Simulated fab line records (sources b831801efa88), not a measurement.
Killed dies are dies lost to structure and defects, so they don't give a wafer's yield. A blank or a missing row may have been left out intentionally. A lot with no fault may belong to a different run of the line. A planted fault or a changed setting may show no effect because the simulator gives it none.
Problem report, 8D (eight disciplines) form, completed by code -- flow sky130 -- the parts of the form that need people (team, actions taken, sign-off) are left out

== 1. PROBLEM STATEMENT ==
Across 4 wafers from 3 lots, CONTACT_HDPCVD_THK at SKY_CONTACT_THK_MEAS_03 averages 422 nm, while fault-free wafers read 564 nm with a standard deviation of 5.1. Relative to the usual mean, that is a shift of -28 standard deviations.
The first sign was on wafer L968.2 at day 33 00:52, on film metro-01. At this step, 42 wafers from 15 lots have a number in the record. Rule for "out", or "out of limits": more than 4 standard deviations from the usual mean. All remaining wafers that have a number are taken as sound.

== 2. WHAT IT IS; WHAT IT IS NOT ==
question,is,is not
which readings at this step,CONTACT_HDPCVD_THK,-
which lots,"L968, L971, L972","L963, L964, L965, L966, L969, L980, L981, L982, L983, L984, L985, L986"
which wafers of those lots,"L968.2, L968.5, L971.2, L972.5","L971.1, L972.6"
read on which gauges,"film metro-01, film metro-02",film metro-04
when,from day 33 00:52,"up to then (15 sound wafers); but 23 sound wafers of L971, L972, L980, L981, L982, L983, L984, L985, L986 came after"

== 3. THE SUSPECTS, EACH WITH WHAT RULES IT OUT ==
Counting: any tool at a process step up to the reading remains a suspect provided it ran every lot that is out. Sound lots after the first of them don't rule it out here, since some wafers of a struck lot are sound.
- the gauge at SKY_CONTACT_THK_MEAS_03 is ruled out. Those wafers that are out were read across 2 gauges (film metro-01, film metro-02).
- plasma asher-04 at SKY_RES_XHIGH_STRIP_08 (strips in O2/N2): kept. Ran every lot that is out, first one L968 (day 29 09:32); last sound lot up to then L964 (day 26 19:49).
- hdpcvd-01 at SKY_CONTACT_HDPCVD_02 (deposits SiO2, target thk 565 nm, time 94.2 s): kept. Ran every lot that is out, first one L968 (day 33 00:47); last sound lot up to then L969 (day 32 23:29).
After counting, plasma asher-04 at SKY_RES_XHIGH_STRIP_08 and hdpcvd-01 at SKY_CONTACT_HDPCVD_02 remain.

== 4. THE CAUSE (what the simulator had put in) ==
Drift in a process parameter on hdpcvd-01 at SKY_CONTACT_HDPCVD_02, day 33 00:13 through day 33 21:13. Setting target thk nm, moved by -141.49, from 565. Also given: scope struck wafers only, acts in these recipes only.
Of the 2 suspects that counting leaves, this tool is one.

== 5. THE CHAIN OF EFFECTS, in route order ==
Each row: a reading where the mean over the struck wafers with a number is more than 3 standard deviations away from the usual. Only readings whose record carries a usual standard deviation are examined. hours: median over the lots of the time between each lot's start at the first step of this table that gives one and its start at this step. sigmas: the change, counted in usual standard deviations.
hours,step,reading,usual,on struck wafers,change,sigmas
0,SKY_CONTACT_THK_MEAS_03,CONTACT_HDPCVD_THK,564 nm,422,-142,-28
0,SKY_CONTACT_CMP_04,time to endpoint s,81 s,33,-48,-12
Process steps it contains:
- SKY_CONTACT_CMP_04: polishes SiO2.

== 6. HOW IT WOULD HAVE BEEN CAUGHT EARLIER ==
In this record the first reading out of limits at a measuring or inspecting step was taken at day 33 00:52, 1 hour after the fault began at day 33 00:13.
Among the 3 lots that are out, L971, L972 began SKY_CONTACT_HDPCVD_02 on hdpcvd-01 after day 33 00:52. A hold on the tool at that time would have spared those 2.
